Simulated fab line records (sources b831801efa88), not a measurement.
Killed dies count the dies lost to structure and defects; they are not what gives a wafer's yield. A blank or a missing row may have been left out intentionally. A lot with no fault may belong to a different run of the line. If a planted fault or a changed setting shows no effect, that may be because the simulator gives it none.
A lot that was struck, set against a sound lot || flow sky130 || 15 steps out of a route of 708
Sound: these wafers, L636.2, L636.4, L636.5. The struck wafers were L630.1, L630.2, L630.4. Last of all comes the cause.
Per side, at each step with rows, come the tool, then ch with its chambers, and then its first start. Under that, the readings that differ: sound wafers || struck wafers || difference of the means || sigmas: that difference in standard deviations of wafers without a fault.
alike: words and numbers the same on both sides, and readings whose means are apart by under 2 such deviations; not compared: readings that were withheld, readings missing a value for some wafer, numbers with overlapping values and no deviation given by the record, and bounds like >300 which may hide the same value.
The two part at a step that has a row with sigmas, a row that says differs or no value, or rows on one side only. Non-overlapping numbers with no deviation appear without sigmas and do not part them. A reading that every wafer of one side lacks parts them only if that side has two wafers or more.

SKY_NWELL_THK_MEAS_02:
  sound on filmMetro-03, day 6 06:21; struck on filmMetro-02, day 4 21:50
  alike: NWELL_OXIDATION_THK
then, 8 steps without rows for these wafers: SKY_DNWELL_DEHYDRATE_00 (time 60 s); SKY_DNWELL_HMDS_01 (prime time 60 s); SKY_DNWELL_COAT_02 (resist thk 3000 nm); SKY_DNWELL_SOFTBAKE_03; SKY_DNWELL_EXPOSE_04 (exposes mask DNM, target cd 3000 nm); SKY_DNWELL_PEB_05; SKY_DNWELL_DEVELOP_06 (develop time 60 s); SKY_DNWELL_IMPLANT_07.
SKY_DNWELL_STRIP_08: strips in O2/N2.
  sound on plasmaAsher-02 ch 0, day 7 01:47; struck on plasmaAsher-03 ch 0,1, day 5 15:43
{"reading": "drypumpMotorCurrentA (A)", "sound": "5.0 4.9 4.9", "struck": "6.2 6.0 6.2", "difference": "+1.2", "sigmas": "+2"}
  alike: oesProductAu, stripTimeToEndpointS
  not compared: rfHoursCounterH
SKY_DNWELL_TW_MEAS_09:
  sound on filmMetro-02, day 7 01:54; struck on filmMetro-02, day 5 15:49
  alike: DNWELL_TW
then, 1 step without rows for these wafers: SKY_PWDE_DEHYDRATE_00 (time 60 s).
SKY_PWDE_HMDS_01: prime time 60 s.
  sound on lithoTrack-02 ch 0, day 7 11:53; struck on lithoTrack-03 ch 0, day 6 00:43
{"reading": "primeTempC (C)", "sound": "120.07 120.03 119.99", "struck": "121.92 121.74 121.96", "difference": "+1.84", "sigmas": "+15"}
  alike: resistLineTempC
then, 1 step without rows for these wafers: SKY_PWDE_COAT_02 (resist thk 3000 nm).
-- the record jumps here: 43 days lie between the struck wafers' starts before and after (it left off in module PWDE and takes up again in module PAD_OPEN, whose first step shown is number 708 of the route) --
SKY_PAD_OPEN_PROBE_99:
  sound on prober-01, day 50 03:19; struck on prober-01, day 48 21:29
{"reading": "killed_at_M4_up", "sound": "3 2 1", "struck": "10 4 6", "difference": "+5", "sigmas": "+3"}
  alike: killed_at_M0_to_M3, killedAtContacts, killedAtFrontEnd, killedAtOther, killedDies, killedOpen, killedShort

== WHERE THEY PART ==
First at SKY_DNWELL_STRIP_08; last, within this record, at SKY_PAD_OPEN_PROBE_99.

WHY: the cause the simulator had injected
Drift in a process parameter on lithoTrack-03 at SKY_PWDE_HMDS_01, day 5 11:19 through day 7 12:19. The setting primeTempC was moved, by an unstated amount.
